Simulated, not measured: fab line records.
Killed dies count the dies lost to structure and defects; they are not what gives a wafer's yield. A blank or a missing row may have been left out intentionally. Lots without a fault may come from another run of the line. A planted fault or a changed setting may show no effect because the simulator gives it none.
fab line records	flow sky130
record lots=24	wafers=72	lastDay=50
route steps=708 shown SPACER@305 CONTACT@411 VIA2@508 CAPM@537 METAL4@631
lots that met no fault: from a run of the same line without faults
startH: hours from the record's first day to the start of the lot's first wafer shown	waitH: time in hours since the lot's previous step	" as in the row above	L1.1+2: several wafers, shown together as one row	- no value, or no start was given	* or withheld: withheld	< > ~ a bound
route shown NAME@n: names a module that has steps shown in the file, with the first one's number in the route	usual: mean/standard deviation taken from wafers without a fault	same: alike in all rows	chamber/n: place in a boat	sites: the reading at each site	_std_site: standard deviation of those values	_edge_site: outer sites' mean less inner sites'	radiusMm: for every site, how far away it sits from the centre of the wafer	mask NAME#n: copy n	behind: the last tool/chamber to shape the wafer	hold: reason for holding the lot/hours on hold/outcome of the hold	device: names the non-switching transistor (n, p or np)	end of line: the route-end tests of the same wafers	a step with no rows: only its recipe	killed: at the first sort, the dies lost to defects and structure; wafer yield is something else	map: the dies of a wafer, with x for killed, . for not killed, _ for no die there
set.NAME: the setting as run; set.NAME@STEP: as run at that earlier step	model.NAME: the simulator's own value behind a step, which no gauge read
route steps across a sampled set of lots; one table per step, one row per wafer
services: a tool's chamber out of use, with start hour (startH, from the record's first day; less than 0 if before it), hours out, and reason
## steps
# step SKY_SPACER_THK_MEAS_01
# recipe reads=Si3N4_of_SPACER_CVD_00
# usual SPACER_CVD_00_THK=43.1/0.37
lot.wafer	tool	chamber	startH	waitH	SPACER_CVD_00_THK[nm]
L074.1	filmMetro-04	-	524.36	0.0	43.0
L074.5	"	-	"	"	43.1
L074.6	"	-	"	"	43.2
L075.2	filmMetro-03	-	524.37	0.0	42.9
L075.3	"	-	"	"	42.9
L075.6	"	-	"	"	43.0
L076.1	filmMetro-03	-	569.10	0.0	42.8
L076.4	"	-	"	"	42.9
L076.5	"	-	"	"	42.7
L077.1	filmMetro-04	-	570.31	0.0	43.1
L077.2	"	-	"	"	43.0
L077.4	"	-	"	"	43.5
L078.1	filmMetro-01	-	656.35	0.0	42.3
L078.2	"	-	"	"	42.5
L078.4	"	-	"	"	42.8
L079.1	filmMetro-03	-	657.56	0.0	43.3
L079.2	"	-	"	"	43.6
L079.6	"	-	"	"	43.5
L083.1	filmMetro-03	-	659.81	0.0	43.2
L083.4	"	-	"	"	43.0
L083.5	"	-	"	"	43.0
L080.2	filmMetro-01	-	659.82	0.0	43.1
L080.3	"	-	"	"	42.8
L080.4	"	-	"	"	42.6
L085.3	filmMetro-04	-	659.83	0.0	43.6
L085.4	"	-	"	"	44.0
L085.6	"	-	"	"	43.5
L081.1	filmMetro-03	-	659.87	0.1	43.6
L081.3	"	-	"	"	43.9
L081.4	"	-	"	"	43.5
L082.1	filmMetro-01	-	661.02	0.0	43.6
L082.4	"	-	"	"	43.3
L082.5	"	-	"	"	43.5
L084.2	filmMetro-04	-	661.03	0.0	43.6
L084.3	"	-	"	"	43.3
L084.4	"	-	"	"	43.6
L086.1	filmMetro-01	-	663.58	0.0	43.5
L086.3	"	-	"	"	43.2
L086.4	"	-	"	"	43.2
L088.3	filmMetro-04	-	668.08	0.0	43.1
L088.4	"	-	"	"	42.9
L088.6	"	-	"	"	43.0
L087.1	filmMetro-03	-	669.87	0.0	43.7
L087.3	"	-	"	"	43.3
L087.4	"	-	"	"	43.5
L089.1	filmMetro-04	-	669.87	0.0	43.8
L089.2	"	-	"	"	43.4
L089.5	"	-	"	"	43.9
L090.1	filmMetro-01	-	669.89	0.0	43.1
L090.4	"	-	"	"	43.2
L090.5	"	-	"	"	43.2
L091.1	filmMetro-03	-	671.07	0.0	42.4
L091.2	"	-	"	"	42.7
L091.4	"	-	"	"	42.3
L092.1	filmMetro-03	-	674.50	0.0	42.8
L092.3	"	-	"	"	42.8
L092.4	"	-	"	"	42.3
L093.2	filmMetro-03	-	682.41	0.0	43.0
L093.5	"	-	"	"	43.1
L093.6	"	-	"	"	42.9
L094.1	filmMetro-03	-	685.13	0.0	43.3
L094.3	"	-	"	"	43.4
L094.6	"	-	"	"	43.5
L095.1	filmMetro-03	-	689.26	0.0	42.8
L095.4	"	-	"	"	42.8
L095.5	"	-	"	"	42.9
L096.2	filmMetro-01	-	698.87	0.0	43.4
L096.4	"	-	"	"	43.4
L096.5	"	-	"	"	43.7
L097.3	filmMetro-04	-	712.13	0.0	42.9
L097.4	"	-	"	"	43.1
L097.6	"	-	"	"	43.4
# step SKY_CONTACT_BOW_MEAS_05
# recipe mode=bow
# usual CONTACT_BOW=82/7.1
lot.wafer	tool	chamber	startH	waitH	CONTACT_BOW[um]
L075.2	filmMetro-02	-	701.07	0.2	78
L075.3	"	-	"	"	84
L075.6	"	-	"	"	72
L074.1	filmMetro-03	-	701.76	0.1	81
L074.5	"	-	"	"	78
L074.6	"	-	"	"	94
L076.1	filmMetro-03	-	744.74	0.2	80
L076.4	"	-	"	"	83
L076.5	"	-	"	"	78
L077.1	filmMetro-01	-	745.12	0.1	76
L077.2	"	-	"	"	83
L077.4	"	-	"	"	71
L078.1	filmMetro-02	-	824.92	0.1	79
L078.2	"	-	"	"	73
L078.4	"	-	"	"	90
L079.1	filmMetro-01	-	825.65	0.2	69
L079.2	"	-	"	"	92
L079.6	"	-	"	"	88
L080.2	filmMetro-02	-	827.07	0.2	83
L080.3	"	-	"	"	80
L080.4	"	-	"	"	72
L083.1	filmMetro-03	-	828.06	0.1	92
L083.4	"	-	"	"	84
L083.5	"	-	"	"	84
L085.3	filmMetro-01	-	828.47	0.3	87
L085.4	"	-	"	"	91
L085.6	"	-	"	"	89
L081.1	filmMetro-03	-	829.27	0.2	75
L081.3	"	-	"	"	92
L081.4	"	-	"	"	93
L084.2	filmMetro-03	-	829.66	0.1	80
L084.3	"	-	"	"	84
L084.4	"	-	"	"	74
L082.1	filmMetro-01	-	830.89	0.1	76
L082.4	"	-	"	"	87
L082.5	"	-	"	"	77
L086.1	filmMetro-01	-	833.48	0.1	78
L086.3	"	-	"	"	57
L086.4	"	-	"	"	83
L088.3	filmMetro-01	-	836.92	0.1	77
L088.4	"	-	"	"	70
L088.6	"	-	"	"	74
L087.1	filmMetro-01	-	837.78	0.2	82
L087.3	"	-	"	"	80
L087.4	"	-	"	"	84
L089.1	filmMetro-03	-	838.08	0.2	82
L089.2	"	-	"	"	82
L089.5	"	-	"	"	75
L090.1	filmMetro-03	-	838.50	0.1	88
L090.4	"	-	"	"	87
L090.5	"	-	"	"	81
L091.1	filmMetro-03	-	839.73	0.2	76
L091.2	"	-	"	"	69
L091.4	"	-	"	"	80
L092.1	filmMetro-02	-	841.03	0.2	83
L092.3	"	-	"	"	86
L092.4	"	-	"	"	83
L093.2	filmMetro-02	-	849.85	0.2	90
L093.5	"	-	"	"	90
L093.6	"	-	"	"	84
L094.1	filmMetro-03	-	852.09	0.1	81
L094.3	"	-	"	"	82
L094.6	"	-	"	"	89
L095.1	filmMetro-01	-	856.08	0.1	81
L095.4	"	-	"	"	81
L095.5	"	-	"	"	84
L096.2	filmMetro-01	-	863.32	0.2	87
L096.4	"	-	"	"	78
L096.5	"	-	"	"	79
L097.3	filmMetro-03	-	877.37	0.2	79
L097.4	"	-	"	"	75
L097.6	"	-	"	"	86
# step SKY_VIA2_THK_MEAS_01
# recipe reads=SiO2_of_VIA2_HDPCVD_00
# usual VIA2_HDPCVD_THK=1169/14
lot.wafer	tool	chamber	startH	waitH	VIA2_HDPCVD_THK[nm]
L075.2	filmMetro-03	-	816.41	0.1	1145
L075.3	"	-	"	"	1161
L075.6	"	-	"	"	1166
L074.1	filmMetro-02	-	816.62	0.1	1159
L074.5	"	-	"	"	1151
L074.6	"	-	"	"	1156
L076.1	filmMetro-03	-	855.97	0.1	1174
L076.4	"	-	"	"	1148
L076.5	"	-	"	"	1152
L077.1	filmMetro-03	-	856.45	0.1	1166
L077.2	"	-	"	"	1161
L077.4	"	-	"	"	1164
L078.1	filmMetro-01	-	935.01	0.1	1170
L078.2	"	-	"	"	1203
L078.4	"	-	"	"	1210
L079.1	filmMetro-02	-	935.67	0.1	1166
L079.2	"	-	"	"	1184
L079.6	"	-	"	"	1159
L080.2	filmMetro-02	-	936.17	0.1	1182
L080.3	"	-	"	"	1171
L080.4	"	-	"	"	1173
L083.1	filmMetro-03	-	936.37	0.1	1174
L083.4	"	-	"	"	1164
L083.5	"	-	"	"	1163
L085.3	filmMetro-02	-	936.69	0.1	1189
L085.4	"	-	"	"	1155
L085.6	"	-	"	"	1187
L081.1	filmMetro-01	-	937.46	0.1	1184
L081.3	"	-	"	"	1177
L081.4	"	-	"	"	1165
L084.2	filmMetro-03	-	937.67	0.1	1168
L084.3	"	-	"	"	1163
L084.4	"	-	"	"	1160
L082.1	filmMetro-01	-	937.80	0.1	1166
L082.4	"	-	"	"	1176
L082.5	"	-	"	"	1151
L086.1	filmMetro-01	-	940.84	0.1	1173
L086.3	"	-	"	"	1163
L086.4	"	-	"	"	1168
L088.3	filmMetro-01	-	942.34	0.1	1172
L088.4	"	-	"	"	1170
L088.6	"	-	"	"	1146
L087.1	filmMetro-03	-	943.04	0.1	1187
L087.3	"	-	"	"	1192
L087.4	"	-	"	"	1200
L089.1	filmMetro-02	-	944.31	0.1	1150
L089.2	"	-	"	"	1149
L089.5	"	-	"	"	1137
L090.1	filmMetro-01	-	945.50	0.1	1171
L090.4	"	-	"	"	1151
L090.5	"	-	"	"	1163
L091.1	filmMetro-03	-	945.66	0.1	1164
L091.2	"	-	"	"	1171
L091.4	"	-	"	"	1178
L092.1	filmMetro-01	-	946.51	0.1	1183
L092.3	"	-	"	"	1166
L092.4	"	-	"	"	1182
L093.2	filmMetro-02	-	955.17	0.1	1172
L093.5	"	-	"	"	1173
L093.6	"	-	"	"	1167
L094.1	filmMetro-01	-	958.56	0.1	1161
L094.3	"	-	"	"	1182
L094.6	"	-	"	"	1168
L095.1	filmMetro-03	-	960.70	0.1	1168
L095.4	"	-	"	"	1165
L095.5	"	-	"	"	1176
L096.2	filmMetro-01	-	968.61	0.1	1170
L096.4	"	-	"	"	1172
L096.5	"	-	"	"	1183
L097.3	filmMetro-01	-	984.67	0.1	1192
L097.4	"	-	"	"	1160
L097.6	"	-	"	"	1189
# step SKY_VIA2_CMP_02
# recipe material=SiO2	downForcePsi=4	platenRpm=60	padVelocityMS=0.94248
# usual edgeZonePressureFrac=1.000/0.0049	motorCurrentA=11.9/1.2	slurryFilterDpKPa=13.52/0.14
lot.wafer	tool	chamber	startH	waitH	edgeZonePressureFrac	motorCurrentA	slurryFilterDpKPa
L075.3	cmp-01	3	816.46	0.0	0.997	11.8	13.65
L075.2	"	2	"	"	1.002	14.4	13.59
L075.6	"	3	"	"	1.011	12.0	13.65
L074.1	cmp-02	0	816.78	0.1	0.996	10.8	13.45
L074.5	"	2	"	"	0.994	12.6	13.49
L074.6	"	3	"	"	0.994	12.7	13.31
L076.1	cmp-01	0	856.03	0.1	0.996	13.6	13.50
L076.4	"	1	"	"	1.002	10.3	13.77
L076.5	"	0	"	"	1.003	13.0	13.51
L077.1	cmp-01	1	856.51	0.1	0.997	10.1	13.62
L077.4	"	3	"	"	1.002	11.2	13.55
L077.2	"	0	"	"	1.000	13.0	13.53
L078.2	cmp-01	0	935.07	0.0	1.006	13.4	13.58
L078.4	"	1	"	"	0.997	10.9	13.48
L078.1	"	2	"	"	0.994	14.3	13.41
L079.2	cmp-02	3	935.78	0.1	0.994	12.4	13.41
L079.1	"	1	"	"	1.002	11.1	13.79
L079.6	"	3	"	"	1.006	12.6	13.37
L080.3	cmp-02	2	936.22	0.0	0.992	10.8	13.38
L080.2	"	3	"	"	0.994	12.3	13.57
L080.4	"	0	"	"	1.004	10.3	13.70
L083.4	cmp-02	0	936.57	0.2	0.997	10.8	13.25
L083.1	"	2	"	"	0.998	11.6	13.41
L083.5	"	0	"	"	0.996	10.8	13.55
L085.3	cmp-02	1	936.87	0.2	1.004	11.2	13.81
L085.4	"	3	"	"	0.994	12.7	13.52
L085.6	"	1	"	"	0.997	11.1	13.44
L081.4	cmp-01	3	937.52	0.0	0.999	12.2	13.67
L081.3	"	0	"	"	1.005	13.5	13.50
L081.1	"	1	"	"	1.006	11.0	13.25
L084.2	cmp-02	3	937.72	0.0	1.004	12.2	13.50
L084.3	"	0	"	"	0.993	10.0	13.32
L084.4	"	2	"	"	1.006	10.8	13.66
L082.1	cmp-02	3	938.07	0.3	0.999	11.9	13.49
L082.4	"	1	"	"	0.995	10.5	13.33
L082.5	"	2	"	"	1.003	11.7	13.49
L086.4	cmp-02	0	940.95	0.1	0.998	10.3	13.62
L086.1	"	1	"	"	0.993	11.4	13.49
L086.3	"	2	"	"	1.005	11.3	13.73
L088.4	cmp-01	3	942.65	0.3	1.007	11.4	13.62
L088.3	"	1	"	"	1.006	10.5	13.56
L088.6	"	3	"	"	1.003	12.3	13.40
L087.3	cmp-01	1	943.15	0.1	0.996	10.9	13.21
L087.1	"	2	"	"	1.003	13.9	13.49
L087.4	"	3	"	"	0.987	11.8	13.57
L089.1	cmp-01	3	944.37	0.1	1.004	11.8	13.67
L089.2	"	0	"	"	0.994	13.4	13.57
L089.5	"	3	"	"	0.999	11.5	13.81
L090.1	cmp-01	2	945.56	0.1	0.995	14.9	13.67
L090.4	"	0	"	"	1.005	14.0	13.49
L090.5	"	3	"	"	1.007	12.2	13.70
L091.1	cmp-02	3	945.72	0.1	1.001	12.4	13.28
L091.4	"	0	"	"	1.001	10.6	13.55
L091.2	"	1	"	"	1.000	11.4	13.34
L092.4	cmp-02	2	946.57	0.0	1.000	11.9	13.74
L092.3	"	3	"	"	1.000	12.8	13.44
L092.1	"	1	"	"	1.001	11.7	13.61
L093.2	cmp-02	3	955.32	0.1	1.004	13.0	13.56
L093.6	"	1	"	"	0.997	11.2	13.46
L093.5	"	2	"	"	0.997	11.1	13.39
L094.1	cmp-02	3	958.62	0.1	1.006	12.3	13.46
L094.3	"	1	"	"	1.007	10.6	13.67
L094.6	"	3	"	"	0.999	13.0	13.48
L095.4	cmp-02	2	960.76	0.0	0.996	11.9	13.52
L095.1	"	3	"	"	0.994	12.5	13.29
L095.5	"	2	"	"	0.997	12.6	13.46
L096.2	cmp-02	0	968.66	0.0	0.995	10.5	13.65
L096.4	"	1	"	"	1.007	11.2	13.41
L096.5	"	0	"	"	1.000	10.5	13.56
L097.4	cmp-02	0	984.76	0.1	0.996	10.4	13.43
L097.3	"	2	"	"	1.001	11.7	13.44
L097.6	"	3	"	"	0.997	12.0	13.66
# step SKY_CAPM_CVD_00
# recipe material=SiO2	targetThkNm=15.5	tempC=400	timeS=withheld	rfW=450
# usual heaterPowerW=737/120
lot.wafer	tool	chamber	startH	waitH	heaterPowerW
L075.2	pecvd-02	0	843.27	0.0	534
L075.3	"	2	"	"	702
L075.6	"	2	"	"	712
L074.1	pecvd-01	0	843.78	0.0	904
L074.5	"	0	"	"	930
L074.6	"	2	"	"	824
L076.1	pecvd-01	1	884.04	0.0	666
L076.4	"	1	"	"	656
L076.5	"	2	"	"	847
L077.1	pecvd-02	1	884.72	0.0	669
L077.2	"	0	"	"	533
L077.4	"	2	"	"	821
L078.1	pecvd-04	1	962.18	0.0	1001
L078.2	"	2	"	"	681
L078.4	"	2	"	"	679
L080.2	pecvd-02	0	963.41	0.0	572
L080.3	"	2	"	"	705
L080.4	"	2	"	"	697
L079.1	pecvd-01	0	963.71	0.0	872
L079.2	"	1	"	"	752
L079.6	"	2	"	"	705
L083.1	pecvd-04	1	963.85	0.0	964
L083.4	"	2	"	"	613
L083.5	"	2	"	"	612
L085.3	pecvd-02	2	964.70	0.0	815
L085.4	"	1	"	"	766
L085.6	"	2	"	"	798
L081.1	pecvd-01	0	964.75	0.0	762
L081.3	"	2	"	"	792
L081.4	"	1	"	"	713
L084.2	pecvd-02	1	965.00	0.0	725
L084.3	"	2	"	"	689
L084.4	"	2	"	"	699
L082.1	pecvd-01	0	965.52	0.0	801
L082.4	"	2	"	"	827
L082.5	"	1	"	"	675
L086.1	pecvd-04	1	968.00	0.0	888
L086.3	"	1	"	"	882
L086.4	"	2	"	"	640
L088.3	pecvd-01	2	969.62	0.0	810
L088.4	"	1	"	"	657
L088.6	"	2	"	"	808
L087.1	pecvd-04	1	970.26	0.0	846
L087.3	"	1	"	"	839
L087.4	"	2	"	"	698
L089.1	pecvd-02	1	971.64	0.0	776
L089.2	"	0	"	"	486
L089.5	"	0	"	"	492
L090.1	pecvd-01	0	971.96	0.0	773
L090.4	"	0	"	"	782
L090.5	"	1	"	"	736
L091.1	pecvd-04	2	972.57	0.0	691
L091.2	"	1	"	"	996
L091.4	"	1	"	"	1034
L092.1	pecvd-02	0	973.61	0.0	542
L092.3	"	1	"	"	651
L092.4	"	0	"	"	546
L093.2	pecvd-01	1	980.78	0.0	697
L093.5	"	0	"	"	850
L093.6	"	2	"	"	752
L094.1	pecvd-02	1	983.68	0.0	649
L094.3	"	2	"	"	826
L094.6	"	2	"	"	827
L095.1	pecvd-01	1	986.08	0.0	756
L095.4	"	0	"	"	876
L095.5	"	1	"	"	751
L096.2	pecvd-02	1	993.09	0.0	677
L096.4	"	2	"	"	771
L096.5	"	0	"	"	534
L097.3	pecvd-01	0	1009.46	0.0	906
L097.4	"	0	"	"	891
L097.6	"	1	"	"	630
# step SKY_METAL4_DESCUM_15
# recipe chemistry=O2	sourcePowerW=150	biasPowerW=0	pressureMtorr=10	tempC=40	timeS=8
# usual drypumpMotorCurrentA=5.8/0.47	oesProductAu=1.002/0.011
# same biasPowerW=0
lot.wafer	tool	chamber	startH	waitH	drypumpMotorCurrentA	oesProductAu	rfHoursCounterH
L075.2	rieMetal-04	1	970.66	0.0	5.2	0.985	13
L075.3	"	0	"	"	5.9	0.985	-
L075.6	"	0	"	"	5.8	0.998	-
L074.1	rieMetal-03	1	972.91	0.0	5.6	1.000	4
L074.5	"	1	"	"	5.6	0.989	-
L074.6	"	0	"	"	6.3	1.009	-
L076.1	rieMetal-02	1	1007.46	0.0	5.3	1.026	10
L076.4	"	0	"	"	6.5	0.988	-
L076.5	"	1	"	"	5.3	1.028	-
L077.1	rieMetal-02	1	1010.15	0.0	5.3	1.030	10
L077.2	"	0	"	"	6.5	1.006	12
L077.4	"	1	"	"	5.3	1.026	-
L078.1	rieMetal-03	0	1077.66	0.0	6.2	1.010	14
L078.2	"	1	"	"	5.6	1.003	11
L078.4	"	0	"	"	6.2	1.005	-
L080.2	rieMetal-04	0	1078.96	0.0	5.8	1.002	17
L080.3	"	0	"	"	5.8	1.015	-
L080.4	"	1	"	"	5.2	0.989	-
L079.1	rieMetal-04	0	1079.89	0.0	5.9	1.012	18
L079.2	"	1	"	"	5.2	0.989	19
L079.6	"	1	"	"	5.2	0.989	-
L083.1	rieMetal-04	0	1080.36	0.0	5.8	1.003	18
L083.4	"	1	"	"	5.2	0.987	-
L083.5	"	1	"	"	5.2	0.984	-
L081.1	rieMetal-02	0	1080.89	0.0	6.5	0.997	18
L081.3	"	0	"	"	6.5	0.997	-
L081.4	"	1	"	"	5.3	1.010	-
L085.3	rieMetal-03	0	1081.17	0.0	6.3	1.010	-
L085.4	"	1	"	"	5.6	0.994	-
L085.6	"	0	"	"	6.3	1.000	-
L084.2	rieMetal-04	1	1081.36	0.0	5.2	0.992	19
L084.3	"	1	"	"	5.2	0.990	-
L084.4	"	0	"	"	5.9	1.008	-
L082.1	rieMetal-02	1	1082.14	0.0	5.3	1.018	16
L082.4	"	0	"	"	6.5	1.009	-
L082.5	"	0	"	"	6.5	1.012	-
L086.1	rieMetal-04	0	1083.26	0.0	5.8	1.006	18
L086.3	"	1	"	"	5.2	0.984	-
L086.4	"	0	"	"	5.8	0.995	-
L088.3	rieMetal-02	0	1084.52	0.0	6.5	1.000	-
L088.4	"	1	"	"	5.3	1.022	-
L088.6	"	0	"	"	6.5	1.009	-
L087.1	rieMetal-03	0	1085.74	0.0	6.3	1.004	16
L087.3	"	1	"	"	5.6	0.991	-
L087.4	"	0	"	"	6.3	1.010	-
L090.1	rieMetal-02	0	1086.61	0.0	6.5	0.996	19
L090.4	"	0	"	"	6.5	1.002	-
L090.5	"	0	"	"	6.5	0.995	-
L091.1	rieMetal-04	1	1087.80	0.0	5.2	0.990	20
L091.2	"	0	"	"	5.8	0.997	19
L091.4	"	0	"	"	5.8	1.006	-
L089.1	rieMetal-02	0	1088.96	0.0	6.5	1.003	19
L089.2	"	1	"	"	5.3	1.017	17
L089.5	"	0	"	"	6.5	1.005	-
L092.1	rieMetal-02	0	1089.55	0.0	6.4	0.999	19
L092.3	"	1	"	"	5.3	1.027	-
L092.4	"	0	"	"	6.5	1.008	-
L093.2	rieMetal-03	0	1094.75	0.0	6.3	1.006	16
L093.5	"	0	"	"	6.2	1.007	-
L093.6	"	1	"	"	5.6	0.991	-
L094.1	rieMetal-02	1	1096.40	0.0	5.3	1.009	17
L094.3	"	1	"	"	5.3	1.020	-
L094.6	"	0	"	"	6.5	0.994	-
L095.1	rieMetal-03	1	1098.25	0.0	5.6	1.000	13
L095.4	"	0	"	"	6.2	1.015	-
L095.5	"	1	"	"	5.6	0.996	-
L096.2	rieMetal-04	1	1106.16	0.0	5.2	0.993	22
L096.4	"	0	"	"	5.8	0.987	-
L096.5	"	1	"	"	5.2	0.993	-
L097.3	rieMetal-03	1	1118.77	0.0	5.6	1.000	-
L097.4	"	0	"	"	6.3	0.995	-
L097.6	"	1	"	"	5.6	0.993	-
## services
tool	chamber	startH	hours	kind
cmp-01	-	797.86	0.8	repair
pecvd-02	0	801.37	4.7	repair
cmp-01	-	831.85	10.3	pm
rieMetal-02	0	842.74	2.6	repair
rieMetal-02	-	844.66	14.6	pm
cmp-02	-	847.73	0.8	repair
pecvd-02	-	862.10	2.8	pm
rieMetal-02	0	866.58	8.9	repair
rieMetal-04	1	870.82	19.7	repair
pecvd-01	-	882.05	0.6	repair
pecvd-01	1	901.87	7.3	repair
cmp-01	-	912.01	4.0	pm
pecvd-01	-	924.08	1.2	repair
cmp-01	-	971.82	1.0	repair
cmp-01	-	975.98	3.0	repair
pecvd-01	2	1002.67	5.6	repair
cmp-02	-	1008.72	4.3	pm
pecvd-01	-	1041.14	1.3	repair
cmp-01	-	1050.40	1.1	repair
cmp-01	-	1062.40	1.6	repair
cmp-01	-	1063.49	0.7	repair
cmp-02	-	1070.42	0.4	repair
cmp-02	-	1084.04	4.0	pm
cmp-01	-	1093.63	1.4	repair
## key
fault none
